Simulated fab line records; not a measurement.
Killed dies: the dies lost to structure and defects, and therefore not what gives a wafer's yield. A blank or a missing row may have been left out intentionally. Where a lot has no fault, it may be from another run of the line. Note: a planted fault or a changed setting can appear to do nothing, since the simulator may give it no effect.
Struck lot and sound lot, side by side | flow sky130 | 16 steps out of a route of 708
Sound: these wafers, L265.1, L265.2, L265.6. Struck: wafers L271.1, L271.4, L271.5. The cause is given at the end.
Order at every step that has rows: each side's tool, ch and its chambers, its first start. Under that, the readings that differ: sound wafers | struck wafers | difference of the means | sigmas: that difference in standard deviations of wafers without a fault.
alike: same words and numbers on both sides, and readings whose means sit less than 2 such deviations apart. not compared: any withheld reading, any reading some wafer has no value for, any bound like >300 that may hide the same value, and any number with overlapping values for which the record gives no deviation.
The two part at a step that has a row with sigmas, a row that says differs or no value, or rows on one side only. When numbers do not overlap yet have no deviation, they are printed without sigmas and do not part them. Lack of a reading on every wafer of one side parts them only where that side has two or more wafers.

first, 2 steps without rows for these wafers: SKY_METAL3_PEB_11; SKY_METAL3_DEVELOP_12 (develop time 60 s).
SKY_METAL3_CD_MEAS_13: the cd target is 300 nm.
  struck on cd-sem-02, day 41 12:45; sound on cd-sem-02, day 39 18:45
  alike: cd-nm
SKY_METAL3_OVL_MEAS_14:
  struck on overlay-02, day 41 12:52; sound on overlay-02, day 39 18:52
  reading         | sound   | struck | difference | sigmas
  METAL3_OVL (nm) | 1 -6 -1 | 7 11 7 | +10        | +2
SKY_METAL3_DESCUM_15: chemistry O2, time 8 s.
  sound on rie-metal-03 ch 1, day 39 18:54; struck on rie-metal-04 ch 0,1, day 41 12:54
  reading                     | sound       | struck      | difference | sigmas
  drypump-motor-current-A (A) | 5.1 5.1 5.1 | 6.2 5.5 6.2 | +0.9       | +2
  alike: chamber-pressure-mTorr, oes-product-au
  not compared: rf-hours-counter-h
SKY_METAL3_ETCH_16: etches BARC in N2/H2, stops on SiO2, time 88.2 s, target depth 60 nm.
  sound on rie-metal-03 ch 1, day 39 18:58; struck on rie-metal-04 ch 0,1, day 41 12:56
  reading                     | sound       | struck      | difference | sigmas
  drypump-motor-current-A (A) | 5.1 5.1 5.1 | 6.2 5.6 6.2 | +0.9       | +2
  alike: chamber-pressure-mTorr, oes-product-au, throttle-valve-pct
  not compared: rf-hours-counter-h
SKY_METAL3_ETCH_17: etches SiO2 in C4F8/O2/Ar, stops on TiN, time 3.9 s, target depth 15 nm.
  sound on rie-diel-04 ch 1,2,3, day 39 19:10; struck on rie-diel-02 ch 0,3, day 41 13:02
  alike: chamber-pressure-mTorr, oes-product-au
  not compared: rf-hours-counter-h
then, 1 step without rows for these wafers: SKY_METAL3_METAL_ETCH_18 (etches the open film in Cl2/BCl3, stops on SiO2, target depth 845 nm, time 183.1 s).
SKY_METAL3_STRIP_19: strips in O2/N2.
  sound on plasma-asher-03 ch 0,1, day 39 19:22; struck on plasma-asher-04 ch 0,1, day 41 13:14
  alike: chamber-pressure-mTorr, drypump-motor-current-A, oes-product-au, strip-time-to-endpoint-s
  not compared: rf-hours-counter-h
then, 3 steps without rows for these wafers: SKY_METAL3_STRIP_20 (strips in post etch residue remover, time 1200 s); SKY_METAL3_CLEAN_21 (cleans in IPA, time 180 s); SKY_METAL3_CLEAN_22 (cleans in O3/DIW).
SKY_VIA3_HDPCVD_00: deposits SiO2, target thk 1635 nm, time 272.5 s.
  sound on hdpcvd-02 ch 0,2, day 39 19:57; struck on hdpcvd-01 ch 0,2, day 41 13:52
  reading                                  | sound             | struck            | difference | sigmas
  sih4-flow-sccm (sccm)                    | 60.11 60.51 59.99 | 72.34 72.18 71.90 | +11.94     | +60
  model.SiO2_of_VIA3_HDPCVD_00.thk-nm (nm) | 1645 1628 1624    | 1939 1948 1971    | +320       |
SKY_VIA3_THK_MEAS_01:
  struck on film-metro-04, day 41 14:02; sound on film-metro-04, day 39 20:07
  reading              | sound          | struck         | difference | sigmas
  VIA3_HDPCVD_THK (nm) | 1644 1629 1623 | 1940 1947 1970 | +320       | +20
SKY_VIA3_CMP_02: polishes SiO2.
  sound on cmp-01 ch 0,1,3, day 39 20:14; struck on cmp-02 ch 0,1, day 41 14:05
  alike: motor-current-A
SKY_PAD_OPEN_PROBE_99:
  the record has rows for the sound wafers here (prober-01, day 46 19:04) and none for the struck ones

## WHERE THEY PART
At SKY_METAL3_OVL_MEAS_14 first; at SKY_PAD_OPEN_PROBE_99 last (within this record only).

WHY: what the simulator had put in
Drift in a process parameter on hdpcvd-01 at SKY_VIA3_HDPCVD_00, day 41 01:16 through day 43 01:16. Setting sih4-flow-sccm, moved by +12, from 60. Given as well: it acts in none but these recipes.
